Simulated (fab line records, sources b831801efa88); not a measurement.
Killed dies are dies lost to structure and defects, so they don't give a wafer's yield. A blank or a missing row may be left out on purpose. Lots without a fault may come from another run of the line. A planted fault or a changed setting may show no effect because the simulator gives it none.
Chamber matching | flow sfq_line | SFQ_TRILAYER_I0_CMP_CMP_028 on cmp-01: 4 sister chambers
The step polishes SiO2. 4 wafers are shown with their chamber, then 8 later ones without.

WAFERS WITH THEIR CHAMBER
wafer  | chamber | motor_current_A (A)
L391.1 | 3       | 10.1
L392.1 | 1       | 9.4
L394.5 | 0       | 10.4
L399.1 | 2       | 11.3

WAFERS WITHOUT THEIR CHAMBER
wafer  | motor_current_A (A)
L399.3 | 10.4
L399.4 | 9.4
L405.1 | 9.8
L405.2 | 9.9
L405.5 | 9.8
L411.1 | 10.3
L411.2 | 9.6
L411.6 | 9.1

WHICH CHAMBER EACH WENT THROUGH
wafer  | from the rows above          | in truth
L399.3 | can't be placed: 0 or 3      | 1
L399.4 | 1                            | 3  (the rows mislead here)
L405.1 | can't be placed: 3 or 1 or 0 | 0
L405.2 | can't be placed: 3 or 0 or 1 | 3
L405.5 | can't be placed: 3 or 1 or 0 | 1
L411.1 | can't be placed: 0 or 3      | 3
L411.2 | can't be placed: 1 or 3      | 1
L411.6 | 1                            | 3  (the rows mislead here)
Placed correctly: 0 of 8. Can't be placed from these rows: 6 (the true chamber is among the candidates in 5). Placed wrongly: 2.
How it was worked out, from the rows above alone: a wafer's distance from a chamber is the root of the sum, over the readings, of the square of ((its reading less the chamber's mean) divided by the reading's scatter). The wafer belongs to the nearest chamber; if the next one is less than 2 further off, it can't be placed. A chamber's mean is the mean of its shown wafers. The scatter: with one shown wafer a chamber, the root of the mean of the squares of how far each hidden wafer lies from its nearest shown one.
